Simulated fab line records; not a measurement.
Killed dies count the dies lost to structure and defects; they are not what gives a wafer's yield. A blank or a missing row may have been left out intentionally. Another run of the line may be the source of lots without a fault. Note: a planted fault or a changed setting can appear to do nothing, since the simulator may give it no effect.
What tool caused it? + flow sky130 + 10 lots, 30 wafers sampled, at 6 steps of a route of 708

== WHAT THE GAUGES READ, wafer by wafer ==
SKY_LDD_LDN_TW_MEAS_13.
| lot  | measured     | on            | LDD_LDN_TW     |
|------|--------------|---------------|----------------|
| L970 | day 22 18:34 | film metro-01 | 1492 1494 1489 |
| L973 | day 24 06:50 | film metro-01 | 1481 1483 1479 |
| L977 | day 25 17:15 | film metro-01 | 1508 1498 1497 |
| L979 | day 26 05:42 | film metro-02 | 1480 1476 1486 |
| L988 | day 29 06:16 | film metro-04 | 1481 1474 1476 |
| L989 | day 29 17:28 | film metro-04 | 1482 1481 1475 |
| L990 | day 29 22:37 | film metro-04 | 1481 1482 1480 |
| L991 | day 30 05:17 | film metro-01 | 1491 1489 1490 |
| L992 | day 30 14:02 | film metro-02 | 1479 1479 1475 |
| L993 | day 30 19:34 | film metro-01 | 1498 1486 1500 |

SKY_SPACER_THK_MEAS_01.
| lot  | measured     | on            | SPACER_CVD_00_THK (nm) |
|------|--------------|---------------|------------------------|
| L970 | day 22 20:29 | film metro-03 | 43.0 42.7 42.8         |
| L973 | day 24 08:57 | film metro-02 | 43.0 43.1 42.7         |
| L977 | day 25 19:46 | film metro-02 | 43.2 43.2 42.9         |
| L979 | day 26 07:01 | film metro-01 | 39.9 40.3 39.7         |
| L988 | day 29 08:11 | film metro-03 | 42.6 42.7 42.6         |
| L989 | day 29 18:47 | film metro-03 | 42.9 43.1 43.2         |
| L990 | day 30 00:21 | film metro-02 | 43.0 43.3 43.4         |
| L991 | day 30 07:18 | film metro-02 | 42.5 42.7 43.0         |
| L992 | day 30 15:22 | film metro-03 | 42.6 42.4 42.6         |
| L993 | day 30 20:56 | film metro-01 | 42.8 42.5 42.6         |

SKY_SD_N_RS_MEAS_17: measurement is done with a four-point probe.
| lot  | measured     | on            | SD_P_RS (ohm/sq)  |
|------|--------------|---------------|-------------------|
| L970 | day 27 19:47 | film metro-04 | 148.1 147.6 148.1 |
| L973 | day 29 06:48 | film metro-04 | 147.3 147.4 147.5 |
| L977 | day 30 13:50 | film metro-03 | 147.1 147.3 147.1 |
| L979 | day 31 01:44 | film metro-01 | 147.5 147.9 147.8 |
| L988 | day 33 22:01 | film metro-03 | 147.4 147.5 147.5 |
| L989 | day 34 07:43 | film metro-03 | 147.4 147.5 147.9 |
| L990 | day 34 12:50 | film metro-03 | 147.6 148.1 147.6 |
| L991 | day 34 20:05 | film metro-03 | 147.7 147.3 147.5 |
| L992 | day 35 04:09 | film metro-01 | 147.3 147.0 146.9 |
| L993 | day 35 08:39 | film metro-04 | 147.3 147.3 147.7 |

== EACH LOT AND THE TOOL THAT RAN IT (in order: tool; ch and the chambers of the sampled wafers; start) ==
| lot  | SKY_SPACER_CVD_00           | SKY_SPACER_ETCHBACK_02             | SKY_SD_N_STRIP_11                    |
|------|-----------------------------|------------------------------------|--------------------------------------|
| L970 | lpcvd-02 ch 1, day 22 18:41 | rie diel-02 ch 2,3, day 22 20:33   | plasma asher-02 ch 0,1, day 27 19:14 |
| L973 | lpcvd-02 ch 1, day 24 07:44 | rie diel-02 ch 0,1,2, day 24 09:00 | plasma asher-02 ch 0,1, day 29 06:17 |
| L977 | lpcvd-02 ch 1, day 25 18:34 | rie diel-04 ch 0,1,3, day 25 19:50 | plasma asher-04 ch 0,1, day 30 13:20 |
| L979 | lpcvd-02 ch 0, day 26 05:47 | rie diel-02 ch 0,3, day 26 07:03   | plasma asher-04 ch 0,1, day 31 01:10 |
| L988 | lpcvd-02 ch 0, day 29 06:22 | rie diel-04 ch 0,1,3, day 29 08:14 | plasma asher-01 ch 0,1, day 33 21:29 |
| L989 | lpcvd-02 ch 1, day 29 17:34 | rie diel-04 ch 0,1,3, day 29 18:50 | plasma asher-04 ch 0,1, day 34 07:08 |
| L990 | lpcvd-02 ch 1, day 29 23:09 | rie diel-04 ch 0,2, day 30 00:25   | plasma asher-04 ch 0,1, day 34 12:20 |
| L991 | lpcvd-02 ch 0, day 30 06:05 | rie diel-03 ch 0,2, day 30 07:20   | plasma asher-01 ch 0,1, day 34 19:34 |
| L992 | lpcvd-02 ch 1, day 30 14:08 | rie diel-02 ch 1,2,3, day 30 15:25 | plasma asher-02 ch 0,1, day 35 03:37 |
| L993 | lpcvd-02 ch 0, day 30 19:44 | rie diel-04 ch 0,2,3, day 30 21:00 | plasma asher-01 ch 0,1, day 35 08:09 |
- SKY_SPACER_CVD_00: deposits Si3N4 from DCS/NH3, target thk 43.1 nm, time 740 s.
- SKY_SPACER_ETCHBACK_02: etches Si3N4 in CH3F/O2, stops on SiO2, time 46.7 s, target depth 45 nm.
- SKY_SD_N_STRIP_11: strips in O2/N2.

== AS READ BY THE TOOLS THEMSELVES (means over the sampled wafers that have a number; for cases with no such wafer, the mark the record gives instead) ==
SKY_SPACER_CVD_00.
| lot  | tool     | spike tc lower C (C) | spike tc top C (C) | spike tc upper C (C) | susceptor temp C (C) | zone power lower pct (%) |
|------|----------|----------------------|--------------------|----------------------|----------------------|--------------------------|
| L970 | lpcvd-02 | 770.2                | 782.4              | 772.5                | 770.06               | 14.21                    |
| L973 | lpcvd-02 | 770.8                | 781.9              | 773.1                | 769.76               | 14.10                    |
| L977 | lpcvd-02 | 770.0                | 782.6              | 772.7                | 769.88               | 14.27                    |
| L979 | lpcvd-02 | 765.0                | 778.2              | 765.8                | 766.40               | 13.86                    |
| L988 | lpcvd-02 | 769.2                | 781.3              | 769.6                | 769.99               | 14.10                    |
| L989 | lpcvd-02 | 771.6                | 782.4              | 771.9                | 770.21               | 14.18                    |
| L990 | lpcvd-02 | 771.3                | 782.6              | 771.1                | 770.11               | 14.36                    |
| L991 | lpcvd-02 | 770.0                | 782.4              | 769.1                | 770.21               | 14.03                    |
| L992 | lpcvd-02 | 770.6                | 781.8              | 772.0                | 770.29               | 14.40                    |
| L993 | lpcvd-02 | 770.9                | 782.4              | 769.7                | 769.96               | 13.90                    |

SKY_SPACER_ETCHBACK_02.
| lot  | tool        | chamber pressure mTorr (mTorr) | drypump motor current A (A) | oes product au (a.u.) | throttle valve pct (%) |
|------|-------------|--------------------------------|-----------------------------|-----------------------|------------------------|
| L970 | rie diel-02 | 24.996                         | 5.1                         | 0.857                 | 10.560                 |
| L973 | rie diel-02 | 24.998                         | 5.3                         | 0.856                 | 10.565                 |
| L977 | rie diel-04 | 25.020                         | 5.9                         | 0.855                 | 10.566                 |
| L979 | rie diel-02 | 25.010                         | 5.0                         | 0.816                 | 10.547                 |
| L988 | rie diel-04 | 25.006                         | 5.9                         | 0.854                 | 10.561                 |
| L989 | rie diel-04 | 24.980                         | 5.9                         | 0.860                 | 10.556                 |
| L990 | rie diel-04 | 24.997                         | 5.7                         | 0.855                 | 10.575                 |
| L991 | rie diel-03 | 24.990                         | 5.7                         | 0.851                 | 10.566                 |
| L992 | rie diel-02 | 25.005                         | 5.1                         | 0.846                 | 10.564                 |
| L993 | rie diel-04 | 25.002                         | 5.7                         | 0.850                 | 10.562                 |

SKY_SD_N_STRIP_11.
| lot  | tool            | chamber pressure mTorr (mTorr) | drypump motor current A (A) | oes product au (a.u.) | strip time to endpoint s (s) |
|------|-----------------|--------------------------------|-----------------------------|-----------------------|------------------------------|
| L970 | plasma asher-02 | 1500.0                         | 6.0                         | 0.526                 | 22.56                        |
| L973 | plasma asher-02 | 1499.7                         | 6.2                         | 0.526                 | 22.55                        |
| L977 | plasma asher-04 | 1500.7                         | 5.5                         | 0.531                 | 22.51                        |
| L979 | plasma asher-04 | 1500.0                         | 5.6                         | 0.531                 | 22.61                        |
| L988 | plasma asher-01 | 1498.9                         | 5.3                         | 0.529                 | 22.51                        |
| L989 | plasma asher-04 | 1499.6                         | 5.5                         | 0.526                 | 22.51                        |
| L990 | plasma asher-04 | 1499.8                         | 5.5                         | 0.528                 | 22.54                        |
| L991 | plasma asher-01 | 1500.3                         | 5.3                         | 0.527                 | 22.45                        |
| L992 | plasma asher-02 | 1500.8                         | 6.0                         | 0.528                 | 22.51                        |
| L993 | plasma asher-01 | 1498.2                         | 5.4                         | 0.524                 | 22.52                        |

== THE ANSWER, worked out from the rows above alone ==
Rule: what is usual is taken from the lots themselves. The widest of any qualifying gaps counts: lots, ordered by their means at a reading, are off when they make up no more than a third of the lots, leave a main group of 4 or more, and stand apart from it by 3 or more times the standard deviation of that group's means. If all means in a main group match to the digits the tables above print for the reading, that group is not used. A lot without any number at a reading at which 4 lots or more have one is off too. Where the step has rows for the other lots, those lots are counted as sound. After the gauges, taken in route order, come the tools' own readings; for these a lot's mean is taken, as printed above. At the first step where some lot is off, the reading lying furthest off is the one used; lots without a number count as furthest.
Off: L979, at SKY_SPACER_THK_MEAS_01 (SPACER_CVD_00_THK). Mean 42.9 nm and standard deviation 0.23 in the main group.
A tool fits if, at a process step before that reading, it ran every lot that is off, and no sound lot after the first of them. The gauges at SKY_SPACER_THK_MEAS_01 aren't tried: what is off there is off at SKY_SPACER_CVD_00 too, on other tools, and a gauge's error can't cause that. Not one of the candidates tried fits.

== WHAT WAS PUT IN BY THE SIMULATOR ==
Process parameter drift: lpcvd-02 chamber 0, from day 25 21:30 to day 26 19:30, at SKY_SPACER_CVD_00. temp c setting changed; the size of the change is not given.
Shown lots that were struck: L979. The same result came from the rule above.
